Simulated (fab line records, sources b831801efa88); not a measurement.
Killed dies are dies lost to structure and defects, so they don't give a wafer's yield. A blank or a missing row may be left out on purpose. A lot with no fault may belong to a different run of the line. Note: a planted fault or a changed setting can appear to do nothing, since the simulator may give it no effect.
Which tool was responsible? || flow gf180mcu || 6 lots with 18 wafers sampled at 2 steps, on a route of 602 steps

== WHAT THE GAUGES SHOWED, per wafer ==
GF_SAB_THK_MEAS_01.
{"lot": "L443", "measured": "day 14 21:51", "on": "film metro-04", "SAB_CVD_00_THK (nm)": "49.7 50.1 49.4"}
{"lot": "L445", "measured": "day 15 17:28", "on": "film metro-02", "SAB_CVD_00_THK (nm)": "49.9 48.7 50.9"}
{"lot": "L447", "measured": "day 16 06:39", "on": "film metro-02", "SAB_CVD_00_THK (nm)": "50.0 48.8 50.3"}
{"lot": "L449", "measured": "day 17 01:36", "on": "film metro-02", "SAB_CVD_00_THK (nm)": "48.0 48.7 49.1"}
{"lot": "L453", "measured": "day 19 11:10", "on": "film metro-01", "SAB_CVD_00_THK (nm)": "49.9 56.4 49.6"}
{"lot": "L464", "measured": "day 22 12:40", "on": "film metro-02", "SAB_CVD_00_THK (nm)": "48.3 49.6 50.8"}

== WHAT TOOL EACH LOT RAN ON (gives the tool, then ch and the chambers of the sampled wafers, and finally the start) ==
{"lot": "L443", "GF_SAB_CVD_00": "pecvd-04 ch 0,1,2, day 14 21:50"}
{"lot": "L445", "GF_SAB_CVD_00": "pecvd-03 ch 0,1,2, day 15 17:27"}
{"lot": "L447", "GF_SAB_CVD_00": "pecvd-04 ch 0,1, day 16 06:37"}
{"lot": "L449", "GF_SAB_CVD_00": "pecvd-03 ch 1,2, day 17 01:35"}
{"lot": "L453", "GF_SAB_CVD_00": "pecvd-04 ch 0,1,2, day 19 11:09"}
{"lot": "L464", "GF_SAB_CVD_00": "pecvd-03 ch 0,1, day 22 12:38"}
- GF_SAB_CVD_00: deposits SiO2 from TEOS, target thk 50 nm, time 4.9302 s.

== THE ANSWER, worked out from the rows above alone ==
Rule: usual is defined by the lots themselves. The widest of any qualifying gaps counts: lots, ordered by their means at a reading, are off when they make up no more than a third of the lots, leave a main group of 4 or more, and stand apart from it by 3 or more times the standard deviation of that group's means. A main group whose means are all the same, to the digits that the tables above print for the reading, isn't used. Also off: a lot with no number at a reading for which 4 or more lots have one. The other lots that the step has rows for count as sound.
Off: at GF_SAB_THK_MEAS_01 (SAB_CVD_00_THK), L453. For the main group the mean is 49.5 nm and the standard deviation 0.45.
A tool fits if, at a process step before that reading, it ran every lot that is off, and no sound lot after the first of them. The gauges at GF_SAB_THK_MEAS_01 are tried like those tools. Can't be told from this: 2 tools fit, pecvd-04 at GF_SAB_CVD_00, film metro-01 at GF_SAB_THK_MEAS_01.

== WHAT THE SIMULATOR PUT IN ==
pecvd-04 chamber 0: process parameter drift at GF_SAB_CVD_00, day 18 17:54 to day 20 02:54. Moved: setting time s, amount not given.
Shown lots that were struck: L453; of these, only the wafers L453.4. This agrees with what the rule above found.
